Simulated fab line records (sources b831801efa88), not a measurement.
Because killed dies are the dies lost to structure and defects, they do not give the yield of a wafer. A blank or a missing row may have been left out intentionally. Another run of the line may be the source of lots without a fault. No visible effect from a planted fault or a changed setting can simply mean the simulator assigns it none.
Problem report, 8D (eight disciplines) form, completed by code | flow gf180mcu | the parts of the form that need people (team, actions taken, sign-off) are left out

## 1. WHAT IS WRONG
rf_fwd_power_W at GF_V5_ETCH_16 reads a mean of 573.8 W on 6 wafers of 2 lots; wafers without a fault read 494.7 W with a standard deviation of 2. Relative to the usual mean, that is a shift of +40 standard deviations.
The step: etches BARC in N2/H2.
The first sign was on wafer L247.1 at day 30 09:25, on rie_diel-04. The record holds 39 wafers of 13 lots with a number at this step. The rule behind "out" and "out of limits": a value lying over 4 standard deviations away from the usual mean. The other wafers with a number count as sound.

## 2. WHAT IT IS AND WHAT IT IS NOT
question                    | is                     | is not
which readings at this step | rf_fwd_power_W         | drypump_motor_current_A, oes_product_au, throttle_valve_pct
which lots                  | L247, L249             | L238, L239, L240, L242, L253, L254, L255, L256, L258, L259, L260
which wafers of those lots  | all that have a number | -
read on which tools         | rie_diel-04            | rie_diel-01, rie_diel-03
when                        | from day 30 09:25      | up to then (12 sound wafers); but 21 sound wafers of L253, L254, L255, L256, L258, L259, L260 came after

## 3. SUSPECTS, AND WHAT RULES EACH OUT
Counting: any tool at a process step up to the reading is kept as a suspect provided that every lot that is out went through it and no sound lot did after the first of them.
- rie_diel-04 at GF_V5_ETCH_16 (etches BARC in N2/H2): kept. It ran every lot that is out, first L247 (day 30 09:25), and no sound lot after that. Its own readings are out on those wafers: rf_fwd_power_W.
Remaining after the count: rie_diel-04 at GF_V5_ETCH_16.

## 4. THE CAUSE (what the simulator had put in)
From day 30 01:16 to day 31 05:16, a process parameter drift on rie_diel-04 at GF_V5_ETCH_16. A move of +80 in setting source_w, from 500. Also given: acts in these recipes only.
This tool alone remained once counting was done.

## 5. SEQUENCE OF EFFECTS, ordered by route
Each row: a reading where the mean over the struck wafers with a number is more than 3 standard deviations away from the usual. Scope: only readings with a usual standard deviation given in the record; hours: median across lots of the time from each lot's start at the first step in this table that gives one to its start at this step; sigmas: change in usual standard deviations.
hours | step          | reading        | usual   | on struck wafers | change | sigmas
0     | GF_V5_ETCH_16 | rf_fwd_power_W | 494.7 W | 573.8            | +79.1  | +40
Its process steps:
- GF_V5_ETCH_16: etches BARC in N2/H2.

## 6. HOW IT WOULD HAVE BEEN CAUGHT EARLIER
In this record the first reading out of limits was taken at day 30 09:25, 8 hours after the fault began at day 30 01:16.
